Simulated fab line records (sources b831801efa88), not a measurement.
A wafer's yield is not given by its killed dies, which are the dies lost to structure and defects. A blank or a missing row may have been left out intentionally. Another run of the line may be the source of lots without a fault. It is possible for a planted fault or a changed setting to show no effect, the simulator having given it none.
Lot-split experiment    flow gf180mcu    27 wafers read across 5 lots, on a route 602 steps long

== SPLIT DETAILS ==
At GF_M1_METAL_ETCH_16 (etches the open film in Cl2/BCl3, stops on SiO2, target depth 627.5 nm, time 104.6 s), the setting time s was moved away from the recipe's 104.6 s on 12 of the 27 wafers read, by -38.6% to +39.2%. For the rest of the wafers, this setting stayed at what the recipe calls for.

There is no step in the file separating the split from the reading.

== THE READING ==
oes product au, in a.u., at GF_M1_STRIP_17 (strips in O2/N2). Typical for fault-free wafers on this fab line: 0.561 a.u., with standard deviation 0.005 a.u.

wafer   tool, chamber at the split  time s as run, s  against the recipe  oes product au, a.u.  against lot-mates on the recipe
L076.1  rie metal-02, 1             104.6             recipe              0.555                 -
L076.2  rie metal-02, 0             135.6             +29.6%              0.521                 -0.034
L076.3  rie metal-02, 0             135.6             +29.6%              0.525                 -0.030
L076.4  rie metal-02, 1             104.6             recipe              0.549                 -
L076.5  rie metal-02, 0             104.6             recipe              0.562                 -
L076.6  rie metal-02, 1             135.6             +29.6%              0.538                 -0.017
L079.2  rie metal-03, 0             104.6             recipe              0.564                 -
L079.3  rie metal-03, 1             104.6             recipe              0.554                 -
L079.6  rie metal-03, 0             104.6             recipe              0.562                 -
L081.1  rie metal-02, 0             104.6             recipe              0.558                 -
L081.2  rie metal-02, 1             104.6             recipe              0.559                 -
L081.3  rie metal-02, 0             69.47             -33.6%              0.598                 +0.040
L081.4  rie metal-02, 1             104.6             recipe              0.558                 -
L081.5  rie metal-02, 1             69.47             -33.6%              0.596                 +0.038
L081.6  rie metal-02, 0             69.47             -33.6%              0.593                 +0.035
L080.1  rie metal-04, 1             145.6             +39.2%              0.520                 -0.042
L080.2  rie metal-04, 0             104.6             recipe              0.560                 -
L080.3  rie metal-04, 1             104.6             recipe              0.559                 -
L080.4  rie metal-04, 0             145.6             +39.2%              0.527                 -0.035
L080.5  rie metal-04, 1             104.6             recipe              0.566                 -
L080.6  rie metal-04, 0             145.6             +39.2%              0.521                 -0.041
L084.1  rie metal-04, 1             104.6             recipe              0.560                 -
L084.2  rie metal-04, 0             64.19             -38.6%              0.598                 +0.037
L084.3  rie metal-04, 0             104.6             recipe              0.560                 -
L084.4  rie metal-04, 1             104.6             recipe              0.564                 -
L084.5  rie metal-04, 0             64.19             -38.6%              0.593                 +0.032
L084.6  rie metal-04, 1             64.19             -38.6%              0.589                 +0.028

THE FIT
A straight line over all 27 wafers: oes product au changes by -0.000973 a.u. for each +1% of time s; r = -0.98; the points scatter about the line by 0.0049 a.u.
The same after taking each lot's own level away (the mean of its wafers on the recipe; 27 wafers): -0.000959 a.u. for each +1%; r = -0.98; scatter 0.0048 a.u.
According to that fit, moving time s by its largest amount changes the reading by 0.038 a.u.
Measured against the standard deviation above, the lots' own levels, which go from 0.5553 to 0.5617 a.u., span 1.3 times it.
Consequently the slope shifts little with the lot-to-lot level, the two slopes agreeing.
Check: -0.037 a.u. against its lot-mates is what the line predicts for one of the wafers moved furthest among these (+39.2%) when that wafer is left out of the fit. Against them it came out at -0.0417 a.u.
Tool readings at the split's step, against how far the setting was moved: oes product au r = -0.91.

== ADDITIONAL SPLITS CARRIED BY THESE WAFERS ==
Note: prior to the reading, these wafers also went through further splits. Each is held against what the fit with the lots' levels taken away leaves over:
other split on the same wafers       wafers away from the commonest value  r with oes product au (lot level and that fit taken away)
GF_DUAL_GATE_OXIDATION_15 ox time s  18                                    -0.37
GF_CONTACT_SPUTTER_22 time s         9                                     -0.07

== THE WHOLE CHAIN: every reading that the file lists as answering this split, in the file's order ==
step                 what it does                                                                          reading                                                                    change (the file's fit)                                                               r (the file's)
GF_M1_METAL_ETCH_16  etches the open film in Cl2/BCl3, stops on SiO2, target depth 627.5 nm, time 104.6 s  oes product au                                                             -0.000814 a.u. for each +1% of the setting                                            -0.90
GF_M1_METAL_ETCH_16  etches the open film in Cl2/BCl3, stops on SiO2, target depth 627.5 nm, time 104.6 s  M1.feature depth nm (the simulator's own value, which no gauge read)       not straight: 381.5 at the lowest setting, 604.7 at the recipe, 602.1 at the highest  not given
GF_M1_METAL_ETCH_16  etches the open film in Cl2/BCl3, stops on SiO2, target depth 627.5 nm, time 104.6 s  KrF_of_M1_COAT_09.thk nm (the simulator's own value, which no gauge read)  -2.47 nm for each +1% of the setting                                                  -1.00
GF_M1_STRIP_17       strips in O2/N2                                                                       oes product au                                                             -0.000959 a.u. for each +1% of the setting                                            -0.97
GF_M1_STRIP_17       strips in O2/N2                                                                       strip time to endpoint s                                                   withheld for each +1% of the setting                                                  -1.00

== THE FILE'S OWN FIT ==
oes product au changes by -0.000959 a.u. for each +1% of time s, r = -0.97.
